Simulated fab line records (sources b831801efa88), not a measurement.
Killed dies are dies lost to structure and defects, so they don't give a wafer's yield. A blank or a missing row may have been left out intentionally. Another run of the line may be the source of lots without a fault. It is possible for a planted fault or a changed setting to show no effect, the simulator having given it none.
fab line records    flow sky130
record lots=7  wafers=21  last-day=50
route steps=708 shown FIELD_ISO@21 NWELL@32 DNWELL@35
lots that met no fault: from a run of the same line without faults
start-h: start of the lot's first displayed wafer, in hours after the record's first day    wait-h: time in hours since the lot's previous step    " repeats the value in the row above    L1.1+2: several wafers, shown together as one row    - either no value or no given start    * or withheld: withheld    < > ~ a bound
route shown NAME@n: NAME is a module with steps in the file, n the number in the route of the first one    usual: average and standard deviation across the fault-free wafers    same: alike in all rows    chamber/n: place in a boat    sites: each site's reading    _std_site: standard deviation of those values    _edge_site: inner sites' mean taken away from outer sites' mean    radius-mm: how far each site lies from the wafer's centre    mask NAME#n: copy n    behind: the tool/chamber that last shaped the wafer    hold: why the lot was held/for how many hours/how that ended    device: transistor that didn't switch, given as n, p or np    end of line: at the end of the route, the tests of the same wafers    step lacking rows: just its recipe    killed: at the first sort, the dies lost to defects and structure; wafer yield is something else    map: dies across one wafer; x = killed, . = not, _ = none there
set.NAME: the setting that was run; set.NAME@STEP: the one run at that earlier step    model.NAME: the simulator's own value behind a step, which no gauge read
lots seen at some steps along the route; tables by step, rows by wafer
services: when a tool's chamber went out of use (start-h, in hours from the record's first day, below 0 if earlier), for how many hours, and the reason
## steps
# step SKY_FIELD_ISO_CLEAN_20
# recipe chemistry=dHF  time-s=20  dilution=100:1
# step SKY_FIELD_ISO_WET_ETCH_21
# recipe chemistry=dHF  dilution=100:1  target-depth-nm=20  dry=ipa-marangoni  target=SiO2  temp-c=25  time-s=400
# step SKY_FIELD_ISO_OXIDATION_22
# recipe temp-c=950  ambient=O2  stabilise-s=600  purge-s=300  target-thk-a=100  ox-time-s=623
# step SKY_FIELD_ISO_THK_MEAS_23
# recipe reads=SiO2_of_FIELD_ISO_OXIDATION_22
# usual FIELD_ISO_OXIDATION_01_THK=9.93/0.16
lot.wafer  tool           chamber  start-h  wait-h  FIELD_ISO_OXIDATION_01_THK[nm]
L695.2     film-metro-01  -        32.16    0.0     10.04
L695.4     "              -        "        "       10.13
L695.5     "              -        "        "       9.93
L700.2     film-metro-01  -        57.62    0.0     9.61
L700.3     "              -        "        "       9.82
L700.5     "              -        "        "       9.66
L712.1     film-metro-02  -        120.21   0.0     9.77
L712.3     "              -        "        "       9.83
L712.5     "              -        "        "       9.78
L713.2     film-metro-01  -        126.06   0.0     9.91
L713.3     "              -        "        "       9.95
L713.6     "              -        "        "       9.85
L714.1     film-metro-01  -        131.85   0.0     9.66
L714.4     "              -        "        "       9.62
L714.6     "              -        "        "       9.56
L716.1     film-metro-01  -        141.15   0.0     9.79
L716.3     "              -        "        "       9.88
L716.6     "              -        "        "       9.65
L717.4     film-metro-01  -        146.04   0.0     9.84
L717.5     "              -        "        "       9.70
L717.6     "              -        "        "       9.70
# step SKY_FIELD_ISO_CVD_24
# recipe material=SiO2  target-thk-nm=595  temp-c=650  sigma-open-frac=0.3  time-s=99.2  sih4-flow-sccm=60  pressure-mtorr=6
# step SKY_FIELD_ISO_THK_MEAS_25
# recipe reads=SiO2_of_FIELD_ISO_CVD_24
# usual FIELD_ISO_CVD_24_THK=593/8.3
lot.wafer  tool           chamber  start-h  wait-h  FIELD_ISO_CVD_24_THK[nm]
L695.2     film-metro-02  -        32.29    0.0     604
L695.4     "              -        "        "       606
L695.5     "              -        "        "       585
L700.2     film-metro-02  -        57.75    0.0     586
L700.3     "              -        "        "       602
L700.5     "              -        "        "       582
L712.1     film-metro-04  -        120.34   0.0     593
L712.3     "              -        "        "       595
L712.5     "              -        "        "       605
L713.2     film-metro-02  -        126.19   0.0     588
L713.3     "              -        "        "       586
L713.6     "              -        "        "       583
L714.1     film-metro-04  -        131.98   0.0     585
L714.4     "              -        "        "       588
L714.6     "              -        "        "       596
L716.1     film-metro-02  -        141.28   0.0     589
L716.3     "              -        "        "       600
L716.6     "              -        "        "       599
L717.4     film-metro-04  -        146.17   0.0     594
L717.5     "              -        "        "       581
L717.6     "              -        "        "       587
# step SKY_FIELD_ISO_ANNEAL_26
# recipe temp-c=1000  time-s=1800  ambient=N2
# step SKY_FIELD_ISO_CMP_27
# recipe stop-on=Si3N4  t-overpolish-s=16  down-force-psi=4  platen-rpm=60  target-thk-nm=457.8  pad-velocity-m-s=0.94248
# usual motor-current-A=12.1/0.61  overpolish-run-s=16.000/0.0094  platen-rpm=60.01/0.04  time-to-endpoint-s=112/4
lot.wafer  tool    chamber  start-h  wait-h  motor-current-A  overpolish-run-s  platen-rpm  time-to-endpoint-s
L695.2     cmp-02  2        35.25    0.1     13.1             16.008            59.98       110
L695.4     "       3        "        "       11.6             15.997            60.04       108
L695.5     "       0        "        "       12.7             15.995            60.05       111
L700.3     cmp-01  3        59.35    0.1     12.2             15.980            60.05       113
L700.2     "       0        "        "       12.9             16.007            59.99       113
L700.5     "       2        "        "       12.3             16.008            60.02       109
L712.1     cmp-01  0        123.15   0.1     12.7             16.006            59.99       116
L712.3     "       2        "        "       12.2             16.010            60.03       113
L712.5     "       0        "        "       12.8             16.018            60.00       118
L713.2     cmp-02  1        127.74   0.0     11.8             16.017            60.06       114
L713.3     "       2        "        "       11.8             15.989            59.95       107
L713.6     "       1        "        "       12.5             15.992            60.04       113
L714.4     cmp-02  2        136.06   0.1     12.1             15.998            60.04       110
L714.1     "       3        "        "       11.9             15.996            59.98       106
L714.6     "       1        "        "       12.3             16.012            60.00       109
L716.3     cmp-01  2        143.64   0.1     12.4             16.002            59.97       112
L716.1     "       3        "        "       12.5             15.997            60.01       109
L716.6     "       2        "        "       12.6             16.001            59.95       110
L717.4     cmp-02  0        148.86   0.0     12.1             15.992            59.97       113
L717.6     "       0        "        "       11.5             15.999            60.06       115
L717.5     "       1        "        "       11.6             15.995            60.04       107
# step SKY_FIELD_ISO_WET_ETCH_28
# recipe chemistry=dHF  target-depth-nm=23.7  target=SiO2  dilution=10:1  temp-c=25  time-s=47
# step SKY_FIELD_ISO_WET_ETCH_29
# recipe chemistry=H3PO4  target-depth-nm=160  target=Si3N4  temp-c=160  time-s=1825
# step SKY_FIELD_ISO_WET_ETCH_30
# recipe chemistry=dHF  target-depth-nm=25  target=SiO2  dilution=10:1  temp-c=25  time-s=50
# step SKY_NWELL_CLEAN_00
# recipe chemistry=SC1/SC2  mix=1:4:20  temp-c=70  time-s=150  dry=n2-spin
# step SKY_NWELL_OXIDATION_01
# recipe temp-c=900  ambient=O2  stabilise-s=600  purge-s=300  target-thk-a=100  ox-time-s=1418
# usual ox-temp-c=900.0/0.38  ox-temp-c-max=904.9/1.3  ox-time-s=1418/0  purge-s=300/0  spike-tc-lower-C=901.9/1.5  tube-center-temp-C=900/0.08  zone-power-top-pct=29.7/1.4
lot.wafer  tool        chamber  start-h  wait-h  ox-temp-c  ox-temp-c-max  ox-time-s  purge-s  spike-tc-lower-C  tube-center-temp-C  zone-power-top-pct
L695.2     furnace-02  0        37.91    1.8     899.2      907.2          1418       300      900.3             900.08              30.8
L695.4     "           0        "        "       900.2      906.0          1418       300      901.3             900.09              30.4
L695.5     "           0        "        "       899.7      905.2          1418       300      900.8             899.9               31.2
L700.2     furnace-01  0        61.55    1.3     900.1      903.7          1418       300      904.3             900.08              28.3
L700.3     "           0        "        "       900.6      904.2          1418       300      903.5             899.85              28.0
L700.5     "           0        "        "       900.0      903.9          1418       300      903.6             900.12              28.2
L712.1     furnace-02  -        124.01   0.0     -          -              -          -        -                 -                   -
L712.3     "           -        "        "       -          -              -          -        -                 -                   -
L712.5     "           -        "        "       -          -              -          -        -                 -                   -
L713.2     furnace-02  -        131.55   2.9     -          -              -          -        -                 -                   -
L713.3     "           -        "        "       -          -              -          -        -                 -                   -
L713.6     "           -        "        "       -          -              -          -        -                 -                   -
L714.1     furnace-01  -        137.65   0.8     -          -              -          -        -                 -                   -
L714.4     "           -        "        "       -          -              -          -        -                 -                   -
L714.6     "           -        "        "       -          -              -          -        -                 -                   -
L716.1     furnace-02  0        144.50   0.0     899.9      907.8          1418       300      901.5             900.12              31.3
L716.3     "           0        "        "       899.5      905.2          1418       300      900.4             899.89              30.6
L716.6     "           0        "        "       899.3      904.4          1418       300      899.9             900.08              30.6
L717.4     furnace-01  0        149.77   0.0     899.9      903.6          1418       300      902.8             899.98              28.3
L717.5     "           0        "        "       900.0      904.3          1418       300      902.5             899.99              28.5
L717.6     "           0        "        "       899.6      903.8          1418       300      903.3             900.03              28.0
# step SKY_DNWELL_DEHYDRATE_00
# recipe temp-c=200  time-s=60
## services
tool        chamber  start-h  hours  kind
furnace-01  -        26.63    3.3    pm
cmp-01      -        64.00    4.0    pm
cmp-01      -        68.00    -      consumable-replace:conditioner
cmp-01      -        68.00    -      consumable-replace:pad
cmp-02      -        68.00    4.5    pm
cmp-02      -        72.88    0.8    repair
furnace-02  -        76.75    4.1    pm
cmp-01      -        79.94    2.1    repair
cmp-02      -        82.33    5.1    pm
cmp-01      -        95.77    0.3    repair
furnace-02  -        126.92   4.6    pm
cmp-02      -        128.75   0.5    repair
cmp-02      -        138.64   5.0    repair
cmp-02      -        140.64   2.7    repair
## key
first-sign step=SKY_NWELL_OXIDATION_01  reading=tool-record  direction=missing
effect none on later readings
met-at SKY_NWELL_OXIDATION_01
struck-wafers L712.1,L712.3,L712.5,L713.2,L713.3,L713.6,L714.1,L714.4,L714.6
later-rows-left-out L712.1,L712.3,L712.5,L713.2,L713.3,L713.6,L714.1,L714.4,L714.6
sort-left-out L712.1,L712.3,L712.5,L713.2,L713.3,L713.6,L714.1,L714.4,L714.6
tester-left-out L712,L713,L714
onset-between 61.55 124.01
fault kind=skipped-step-whole  tool=furnace-01,furnace-02  chamber=-  onset-h=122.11  steps=SKY_NWELL_OXIDATION_01  scope=struck-lots-only
# tester-left-out: of these lots the tester's yield and bins aren't shown, on N5 and GAA mostly nor the transistor test; their killed dies are dies lost to structure and defects alone, not to doping, threshold or leakage, so they don't give the yield
# sort-left-out: the simulated sort isn't trusted on such a fault, so these wafers' sort isn't shown, and their yield isn't known
# later-rows-left-out: the simulator's readings of these wafers behind a module that went badly wrong aren't trusted and aren't shown, but for the sort
